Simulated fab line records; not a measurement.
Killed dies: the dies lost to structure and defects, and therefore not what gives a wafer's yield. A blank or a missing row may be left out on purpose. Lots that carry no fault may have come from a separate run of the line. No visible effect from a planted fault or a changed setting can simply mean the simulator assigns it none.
fab line records    flow sky130
record: lots: 24  wafers: 72  last-day: 50
route steps=708 shown SD_P@328 LI_CONTACT@381 LOCAL_INTERCONNECT@388 CONTACT@432
lots that met no fault: from a run of the same line without faults
start-h: hours from the record's opening day to when the first of the lot's shown wafers began    wait-h: hours elapsed since this lot's preceding step    " the same as in the row above    L1.1+2: one row covering several wafers at once    - either no value or no given start    * or withheld: withheld    < > ~ a bound
route shown NAME@n: NAME is a module with steps in the file, n the number in the route of the first one    usual: mean/standard deviation taken from wafers without a fault    same: alike in all rows    chamber/n: place in a boat    sites: readings site by site    _std_site: standard deviation across them    _edge_site: mean of outer sites minus mean of inner sites    radius-mm: for every site, how far away it sits from the centre of the wafer    mask NAME#n: copy n    behind: the most recent tool/chamber to have shaped the wafer    hold: what put the lot on hold/how long, in hours/how the hold closed    device: whichever transistor did not switch (one of n, p or np)    end of line: at the end of the route, the tests of the same wafers    a step without rows: its recipe alone    killed: the dies lost at the first sort to structure and to defects; this is not the yield of the wafer    map: dies across one wafer; x = killed, . = not, _ = none there
set.NAME: the setting the step ran with; set.NAME@STEP: the setting that earlier step ran with    model.NAME: the simulator's own value behind a step, which no gauge read
one table for each step of the route and one row for each wafer, over a sample of lots
services: from which hour (start-h, from the record's first day; less than 0 if before it) a tool's chamber was out of use, for how many hours, and why
== steps ==
step: SKY_SD_P_OVL_MEAS_08
usual: SD_P_OVL: 0.8/1.3
lot.wafer  tool        chamber  start-h  wait-h  SD_P_OVL[nm]
L074.2     overlay-02  -        583.40   0.1     1.9
L074.3     "           -        "        "       1.8
L074.4     "           -        "        "       1.1
L075.1     overlay-01  -        593.34   0.1     1.6
L075.3     "           -        "        "       -0.5
L075.5     "           -        "        "       0.5
L076.1     overlay-01  -        597.03   0.1     1.2
L076.2     "           -        "        "       0.3
L076.3     "           -        "        "       0.8
L077.2     overlay-01  -        612.59   0.1     -1.4
L077.3     "           -        "        "       -0.5
L077.4     "           -        "        "       -1.9
L078.2     overlay-01  -        621.10   0.1     -1.1
L078.3     "           -        "        "       1.0
L078.5     "           -        "        "       -0.2
L079.1     overlay-01  -        624.73   0.1     1.6
L079.3     "           -        "        "       1.9
L079.6     "           -        "        "       1.7
L080.1     overlay-02  -        641.59   0.1     1.3
L080.3     "           -        "        "       0.7
L080.4     "           -        "        "       0.0
L081.1     overlay-02  -        648.79   0.1     -0.3
L081.3     "           -        "        "       -1.4
L081.4     "           -        "        "       -0.4
L082.4     overlay-01  -        656.10   0.1     0.6
L082.5     "           -        "        "       2.5
L082.6     "           -        "        "       1.5
L083.1     overlay-01  -        663.24   0.1     0.9
L083.2     "           -        "        "       2.3
L083.4     "           -        "        "       0.7
L084.2     overlay-02  -        671.85   0.1     2.3
L084.5     "           -        "        "       1.1
L084.6     "           -        "        "       2.4
L085.1     overlay-02  -        680.16   0.1     3.7
L085.4     "           -        "        "       3.1
L085.5     "           -        "        "       1.9
L086.2     overlay-02  -        690.15   0.1     1.1
L086.3     "           -        "        "       1.2
L086.4     "           -        "        "       0.2
L087.4     overlay-02  -        704.10   0.1     1.6
L087.5     "           -        "        "       1.9
L087.6     "           -        "        "       0.1
L089.1     overlay-02  -        709.71   0.1     3.8
L089.3     "           -        "        "       1.5
L089.6     "           -        "        "       2.0
L088.3     overlay-01  -        711.96   0.1     0.3
L088.5     "           -        "        "       0.9
L088.6     "           -        "        "       -0.3
L091.1     overlay-01  -        730.05   0.1     3.1
L091.2     "           -        "        "       0.6
L091.5     "           -        "        "       0.5
L092.1     overlay-01  -        730.58   0.1     -0.1
L092.3     "           -        "        "       -2.8
L092.6     "           -        "        "       -0.6
L090.2     overlay-01  -        730.89   0.1     0.5
L090.3     "           -        "        "       0.8
L090.5     "           -        "        "       -1.3
L093.3     overlay-02  -        739.51   0.1     0.8
L093.5     "           -        "        "       1.1
L093.6     "           -        "        "       0.3
L094.2     overlay-01  -        746.75   0.1     1.4
L094.3     "           -        "        "       0.4
L094.4     "           -        "        "       2.4
L095.1     overlay-02  -        756.85   0.1     -1.8
L095.5     "           -        "        "       -1.0
L095.6     "           -        "        "       0.1
L096.2     overlay-02  -        760.00   0.1     0.1
L096.4     "           -        "        "       -0.2
L096.6     "           -        "        "       -1.1
L097.1     overlay-01  -        768.14   0.1     2.6
L097.3     "           -        "        "       0.5
L097.6     "           -        "        "       0.7
step: SKY_SD_N_RS_MEAS_17
recipe: thk-meas-gauge: four-point-probe
usual: SD_P_RS: 147.0/0.53
lot.wafer  tool           chamber  start-h  wait-h  SD_P_RS[ohm/sq]
L074.2     film-metro-03  -        641.84   0.1     147.7
L074.3     "              -        "        "       147.8
L074.4     "              -        "        "       147.3
L075.1     film-metro-02  -        651.68   0.1     145.6
L075.3     "              -        "        "       145.6
L075.5     "              -        "        "       146.0
L076.1     film-metro-03  -        655.95   0.1     146.7
L076.2     "              -        "        "       147.1
L076.3     "              -        "        "       146.8
L077.2     film-metro-01  -        669.70   0.1     146.4
L077.3     "              -        "        "       146.9
L077.4     "              -        "        "       146.8
L078.2     film-metro-01  -        679.20   0.1     146.6
L078.3     "              -        "        "       146.6
L078.5     "              -        "        "       146.4
L079.1     film-metro-02  -        681.53   0.1     146.9
L079.3     "              -        "        "       147.0
L079.6     "              -        "        "       147.1
L080.1     film-metro-03  -        698.29   0.1     147.7
L080.3     "              -        "        "       147.9
L080.4     "              -        "        "       147.7
L081.1     film-metro-03  -        706.47   0.1     147.7
L081.3     "              -        "        "       147.5
L081.4     "              -        "        "       147.1
L082.4     film-metro-02  -        712.40   0.1     147.1
L082.5     "              -        "        "       146.6
L082.6     "              -        "        "       146.7
L083.1     film-metro-03  -        720.53   0.1     147.1
L083.2     "              -        "        "       147.4
L083.4     "              -        "        "       147.3
L084.2     film-metro-03  -        728.40   0.1     147.3
L084.5     "              -        "        "       147.3
L084.6     "              -        "        "       147.8
L085.1     film-metro-01  -        737.53   0.1     147.5
L085.4     "              -        "        "       147.5
L085.5     "              -        "        "       147.7
L086.2     film-metro-01  -        746.61   0.1     147.1
L086.3     "              -        "        "       147.5
L086.4     "              -        "        "       147.8
L087.4     film-metro-01  -        760.23   0.1     147.1
L087.5     "              -        "        "       147.1
L087.6     "              -        "        "       147.3
L089.1     film-metro-01  -        765.52   0.1     147.4
L089.3     "              -        "        "       147.1
L089.6     "              -        "        "       147.2
L088.3     film-metro-02  -        767.27   0.1     146.9
L088.5     "              -        "        "       146.7
L088.6     "              -        "        "       146.9
L091.1     film-metro-02  -        784.68   0.1     146.8
L091.2     "              -        "        "       146.9
L091.5     "              -        "        "       147.0
L092.1     film-metro-01  -        786.87   0.1     147.3
L092.3     "              -        "        "       147.5
L092.6     "              -        "        "       147.5
L090.2     film-metro-02  -        787.50   0.1     146.3
L090.3     "              -        "        "       145.6
L090.5     "              -        "        "       146.6
L093.3     film-metro-01  -        793.86   0.1     147.0
L093.5     "              -        "        "       146.8
L093.6     "              -        "        "       147.1
L094.2     film-metro-03  -        801.24   0.1     147.8
L094.3     "              -        "        "       148.0
L094.4     "              -        "        "       148.3
L095.1     film-metro-02  -        811.24   0.1     145.9
L095.5     "              -        "        "       146.1
L095.6     "              -        "        "       145.8
L096.2     film-metro-01  -        814.05   0.1     146.5
L096.4     "              -        "        "       146.9
L096.6     "              -        "        "       147.3
L097.1     film-metro-03  -        822.42   0.1     147.6
L097.3     "              -        "        "       147.1
L097.6     "              -        "        "       147.3
step: SKY_LI_CONTACT_SPUTTER_19
recipe: material: Ti  target-thk-nm: 20  chamber-pressure-pa: 5  power-w: 2500  substrate-temp-c: 200  time-s: 106.37
usual: throttle-valve-pct: 29.9/0.67
lot.wafer  tool            chamber  start-h  wait-h  throttle-valve-pct
L074.2     pvd-sputter-04  -        670.80   0.0     30.0
L074.3     "               -        "        "       31.0
L074.4     "               -        "        "       30.0
L075.1     pvd-sputter-04  -        680.51   0.0     30.8
L075.3     "               -        "        "       29.8
L075.5     "               -        "        "       30.4
L076.1     pvd-sputter-03  -        684.75   0.0     29.3
L076.2     "               -        "        "       29.0
L076.3     "               -        "        "       29.5
L077.2     pvd-sputter-03  -        699.23   0.0     29.1
L077.3     "               -        "        "       30.8
L077.4     "               -        "        "       29.4
L078.2     pvd-sputter-03  -        708.48   0.0     31.0
L078.3     "               -        "        "       29.2
L078.5     "               -        "        "       29.5
L079.1     pvd-sputter-04  -        710.45   0.0     29.9
L079.3     "               -        "        "       29.3
L079.6     "               -        "        "       30.5
L080.1     pvd-sputter-01  -        726.95   0.0     30.8
L080.3     "               -        "        "       29.0
L080.4     "               -        "        "       30.9
L081.1     pvd-sputter-03  -        734.92   0.0     29.4
L081.3     "               -        "        "       29.0
L081.4     "               -        "        "       29.6
L082.4     pvd-sputter-03  -        740.57   0.0     29.5
L082.5     "               -        "        "       29.1
L082.6     "               -        "        "       30.7
L083.1     pvd-sputter-01  -        748.60   0.0     30.5
L083.2     "               -        "        "       30.8
L083.4     "               -        "        "       29.0
L084.2     pvd-sputter-03  -        757.02   0.0     30.8
L084.5     "               -        "        "       29.7
L084.6     "               -        "        "       29.2
L085.1     pvd-sputter-03  -        765.60   0.0     30.6
L085.4     "               -        "        "       29.0
L085.5     "               -        "        "       30.9
L086.2     pvd-sputter-04  -        776.80   0.0     30.6
L086.3     "               -        "        "       30.6
L086.4     "               -        "        "       29.6
L087.4     pvd-sputter-03  -        788.52   0.0     29.6
L087.5     "               -        "        "       29.5
L087.6     "               -        "        "       29.3
L089.1     pvd-sputter-03  -        793.35   0.0     29.4
L089.3     "               -        "        "       29.1
L089.6     "               -        "        "       29.4
L088.3     pvd-sputter-03  -        794.60   0.0     30.7
L088.5     "               -        "        "       30.9
L088.6     "               -        "        "       29.4
L091.1     pvd-sputter-04  -        812.27   0.0     31.0
L091.2     "               -        "        "       29.7
L091.5     "               -        "        "       30.4
L092.1     pvd-sputter-04  -        814.60   0.0     30.8
L092.3     "               -        "        "       29.6
L092.6     "               -        "        "       29.9
L090.2     pvd-sputter-01  -        814.95   0.0     30.6
L090.3     "               -        "        "       30.5
L090.5     "               -        "        "       28.6
L093.3     pvd-sputter-04  -        821.87   0.0     29.7
L093.5     "               -        "        "       30.5
L093.6     "               -        "        "       29.7
L094.2     pvd-sputter-04  -        828.57   0.0     30.9
L094.3     "               -        "        "       29.9
L094.4     "               -        "        "       29.4
L095.1     pvd-sputter-01  -        839.12   0.0     30.6
L095.5     "               -        "        "       31.0
L095.6     "               -        "        "       30.8
L096.2     pvd-sputter-04  -        841.70   0.0     30.7
L096.4     "               -        "        "       29.5
L096.6     "               -        "        "       29.8
L097.1     pvd-sputter-03  -        849.95   0.0     29.5
L097.3     "               -        "        "       30.6
L097.6     "               -        "        "       29.1
step: SKY_LI_CONTACT_RS_MEAS_22
recipe: thk-meas-gauge: four-point-probe  reads: W_of_LI_CONTACT_CVD_21+TiN_of_LI_CONTACT_SPUTTER_20+Ti_of_LI_CONTACT_SPUTTER_19
usual: LI_CONTACT_W_RS: 0.284/0.0033
lot.wafer  tool           chamber  start-h  wait-h  LI_CONTACT_W_RS[ohm/sq]
L074.2     film-metro-02  -        671.08   0.1     0.283
L074.3     "              -        "        "       0.280
L074.4     "              -        "        "       0.282
L075.1     film-metro-03  -        680.78   0.1     0.292
L075.3     "              -        "        "       0.289
L075.5     "              -        "        "       0.289
L076.1     film-metro-02  -        685.02   0.1     0.280
L076.2     "              -        "        "       0.283
L076.3     "              -        "        "       0.279
L077.2     film-metro-02  -        699.51   0.1     0.283
L077.3     "              -        "        "       0.288
L077.4     "              -        "        "       0.284
L078.2     film-metro-01  -        708.77   0.1     0.285
L078.3     "              -        "        "       0.284
L078.5     "              -        "        "       0.287
L079.1     film-metro-03  -        710.71   0.1     0.284
L079.3     "              -        "        "       0.284
L079.6     "              -        "        "       0.281
L080.1     film-metro-02  -        727.21   0.1     0.283
L080.3     "              -        "        "       0.284
L080.4     "              -        "        "       0.281
L081.1     film-metro-01  -        735.18   0.1     0.286
L081.3     "              -        "        "       0.288
L081.4     "              -        "        "       0.284
L082.4     film-metro-01  -        740.89   0.1     0.285
L082.5     "              -        "        "       0.286
L082.6     "              -        "        "       0.283
L083.1     film-metro-01  -        748.87   0.1     0.283
L083.2     "              -        "        "       0.285
L083.4     "              -        "        "       0.285
L084.2     film-metro-03  -        757.30   0.1     0.288
L084.5     "              -        "        "       0.285
L084.6     "              -        "        "       0.285
L085.1     film-metro-01  -        765.86   0.1     0.284
L085.4     "              -        "        "       0.284
L085.5     "              -        "        "       0.286
L086.2     film-metro-02  -        777.09   0.1     0.279
L086.3     "              -        "        "       0.280
L086.4     "              -        "        "       0.278
L087.4     film-metro-03  -        788.84   0.1     0.278
L087.5     "              -        "        "       0.283
L087.6     "              -        "        "       0.275
L089.1     film-metro-02  -        793.61   0.1     0.277
L089.3     "              -        "        "       0.278
L089.6     "              -        "        "       0.279
L088.3     film-metro-01  -        794.90   0.1     0.287
L088.5     "              -        "        "       0.288
L088.6     "              -        "        "       0.284
L091.1     film-metro-02  -        812.53   0.1     0.284
L091.2     "              -        "        "       0.287
L091.5     "              -        "        "       0.285
L092.1     film-metro-03  -        814.87   0.1     0.280
L092.3     "              -        "        "       0.280
L092.6     "              -        "        "       0.280
L090.2     film-metro-01  -        815.24   0.1     0.285
L090.3     "              -        "        "       0.281
L090.5     "              -        "        "       0.285
L093.3     film-metro-01  -        822.17   0.1     0.287
L093.5     "              -        "        "       0.288
L093.6     "              -        "        "       0.286
L094.2     film-metro-01  -        828.85   0.1     0.290
L094.3     "              -        "        "       0.290
L094.4     "              -        "        "       0.289
L095.1     film-metro-01  -        839.39   0.1     0.281
L095.5     "              -        "        "       0.280
L095.6     "              -        "        "       0.280
L096.2     film-metro-03  -        841.98   0.1     0.282
L096.4     "              -        "        "       0.283
L096.6     "              -        "        "       0.283
L097.1     film-metro-01  -        850.22   0.1     0.284
L097.3     "              -        "        "       0.280
L097.6     "              -        "        "       0.281
step: SKY_LOCAL_INTERCONNECT_RS_MEAS_01
recipe: thk-meas-gauge: four-point-probe  reads: TiN_of_LOCAL_INTERCONNECT_SPUTTER_00
usual: LOCAL_INTERCONNECT_TIN_RS: 14.03/0.15
lot.wafer  tool           chamber  start-h  wait-h  LOCAL_INTERCONNECT_TIN_RS[ohm/sq]
L074.2     film-metro-02  -        671.63   0.1     13.96
L074.3     "              -        "        "       14.15
L074.4     "              -        "        "       14.24
L075.1     film-metro-04  -        681.32   0.0     14.10
L075.3     "              -        "        "       14.26
L075.5     "              -        "        "       14.16
L076.1     film-metro-02  -        685.56   0.0     14.05
L076.2     "              -        "        "       13.86
L076.3     "              -        "        "       13.93
L077.2     film-metro-04  -        700.06   0.1     14.17
L077.3     "              -        "        "       14.03
L077.4     "              -        "        "       14.07
L078.2     film-metro-04  -        709.31   0.1     14.16
L078.3     "              -        "        "       14.11
L078.5     "              -        "        "       14.04
L079.1     film-metro-02  -        711.25   0.0     14.19
L079.3     "              -        "        "       13.89
L079.6     "              -        "        "       13.91
L080.1     film-metro-02  -        727.76   0.0     13.86
L080.3     "              -        "        "       14.22
L080.4     "              -        "        "       14.15
L081.1     film-metro-02  -        735.72   0.0     14.02
L081.3     "              -        "        "       13.89
L081.4     "              -        "        "       13.86
L082.4     film-metro-04  -        741.43   0.1     14.12
L082.5     "              -        "        "       14.08
L082.6     "              -        "        "       14.00
L083.1     film-metro-04  -        749.55   0.0     13.96
L083.2     "              -        "        "       13.83
L083.4     "              -        "        "       14.08
L084.2     film-metro-04  -        757.84   0.1     14.08
L084.5     "              -        "        "       14.03
L084.6     "              -        "        "       14.10
L085.1     film-metro-01  -        766.40   0.0     13.86
L085.4     "              -        "        "       13.61
L085.5     "              -        "        "       13.70
L086.2     film-metro-02  -        777.76   0.1     14.28
L086.3     "              -        "        "       14.27
L086.4     "              -        "        "       14.07
L087.4     film-metro-02  -        789.38   0.1     14.10
L087.5     "              -        "        "       14.00
L087.6     "              -        "        "       14.09
L089.1     film-metro-02  -        794.15   0.0     13.97
L089.3     "              -        "        "       14.06
L089.6     "              -        "        "       14.07
L088.3     film-metro-01  -        795.47   0.1     13.94
L088.5     "              -        "        "       13.89
L088.6     "              -        "        "       13.76
L091.1     film-metro-02  -        813.07   0.0     14.21
L091.2     "              -        "        "       14.43
L091.5     "              -        "        "       14.38
L092.1     film-metro-02  -        815.41   0.0     13.86
L092.3     "              -        "        "       13.85
L092.6     "              -        "        "       14.10
L090.2     film-metro-02  -        815.78   0.1     14.13
L090.3     "              -        "        "       14.07
L090.5     "              -        "        "       14.20
L093.3     film-metro-04  -        822.72   0.1     14.21
L093.5     "              -        "        "       13.80
L093.6     "              -        "        "       13.95
L094.2     film-metro-01  -        829.39   0.1     14.17
L094.3     "              -        "        "       14.10
L094.4     "              -        "        "       14.06
L095.1     film-metro-01  -        839.94   0.0     13.93
L095.5     "              -        "        "       14.21
L095.6     "              -        "        "       13.87
L096.2     film-metro-01  -        842.53   0.1     13.93
L096.4     "              -        "        "       13.97
L096.6     "              -        "        "       13.96
L097.1     film-metro-04  -        850.99   0.0     13.83
L097.3     "              -        "        "       14.15
L097.6     "              -        "        "       13.87
step: SKY_CONTACT_THK_MEAS_26
recipe: thk-meas-gauge: xrf  reads: W_of_CONTACT_CVD_24
usual: CONTACT_W_THK: 344/4.5
lot.wafer  tool           chamber  start-h  wait-h  CONTACT_W_THK[nm]
L074.2     film-metro-01  -        729.55   0.1     343
L074.3     "              -        "        "       349
L074.4     "              -        "        "       340
L075.1     film-metro-03  -        739.44   0.1     342
L075.3     "              -        "        "       341
L075.5     "              -        "        "       343
L076.1     film-metro-04  -        743.43   0.1     339
L076.2     "              -        "        "       336
L076.3     "              -        "        "       345
L077.2     film-metro-01  -        757.05   0.1     346
L077.3     "              -        "        "       347
L077.4     "              -        "        "       350
L078.2     film-metro-04  -        766.39   0.1     349
L078.3     "              -        "        "       353
L078.5     "              -        "        "       349
L079.1     film-metro-01  -        767.68   0.1     339
L079.3     "              -        "        "       347
L079.6     "              -        "        "       347
L080.1     film-metro-04  -        784.06   0.1     346
L080.3     "              -        "        "       348
L080.4     "              -        "        "       345
L081.1     film-metro-04  -        791.55   0.1     342
L081.3     "              -        "        "       345
L081.4     "              -        "        "       344
L082.4     film-metro-03  -        797.62   0.1     342
L082.5     "              -        "        "       343
L082.6     "              -        "        "       339
L083.1     film-metro-04  -        806.58   0.1     342
L083.2     "              -        "        "       342
L083.4     "              -        "        "       338
L084.2     film-metro-03  -        813.70   0.1     343
L084.5     "              -        "        "       350
L084.6     "              -        "        "       345
L085.1     film-metro-04  -        822.39   0.1     343
L085.4     "              -        "        "       341
L085.5     "              -        "        "       344
L086.2     film-metro-04  -        833.04   0.1     345
L086.3     "              -        "        "       349
L086.4     "              -        "        "       340
L087.4     film-metro-04  -        844.52   0.1     341
L087.5     "              -        "        "       340
L087.6     "              -        "        "       341
L089.1     film-metro-04  -        848.83   0.1     338
L089.3     "              -        "        "       346
L089.6     "              -        "        "       345
L088.3     film-metro-01  -        851.12   0.1     348
L088.5     "              -        "        "       348
L088.6     "              -        "        "       352
L091.1     film-metro-03  -        868.87   0.1     341
L091.2     "              -        "        "       339
L091.5     "              -        "        "       339
L092.1     film-metro-03  -        871.08   0.1     347
L092.3     "              -        "        "       347
L092.6     "              -        "        "       344
L090.2     film-metro-04  -        872.54   0.1     341
L090.3     "              -        "        "       340
L090.5     "              -        "        "       340
L093.3     film-metro-04  -        877.82   0.1     346
L093.5     "              -        "        "       347
L093.6     "              -        "        "       348
L094.2     film-metro-04  -        885.54   0.1     347
L094.3     "              -        "        "       344
L094.4     "              -        "        "       350
L095.1     film-metro-03  -        895.44   0.1     341
L095.5     "              -        "        "       338
L095.6     "              -        "        "       336
L096.2     film-metro-04  -        898.01   0.1     337
L096.4     "              -        "        "       336
L096.6     "              -        "        "       337
L097.1     film-metro-01  -        906.11   0.1     349
L097.3     "              -        "        "       353
L097.6     "              -        "        "       354
== services ==
tool            chamber  start-h  hours  kind
pvd-sputter-04  -        698.50   5.5    repair
pvd-sputter-03  -        705.05   0.6    repair
pvd-sputter-01  1        706.98   -      consumable-replace:kit
pvd-sputter-01  1        706.98   18.0   scheduled-down
pvd-sputter-01  1        706.98   18.0   vent-cycle
pvd-sputter-03  2        707.06   -      consumable-replace:kit
pvd-sputter-03  2        707.06   18.0   scheduled-down
pvd-sputter-03  2        707.06   18.0   vent-cycle
pvd-sputter-04  -        751.46   0.8    repair
pvd-sputter-03  -        799.32   3.9    repair
pvd-sputter-01  -        809.58   3.2    repair
pvd-sputter-03  -        809.70   5.5    repair
pvd-sputter-04  3        832.59   -      consumable-replace:kit
pvd-sputter-04  3        832.59   18.0   scheduled-down
pvd-sputter-04  3        832.59   18.0   vent-cycle
== key ==
fault none
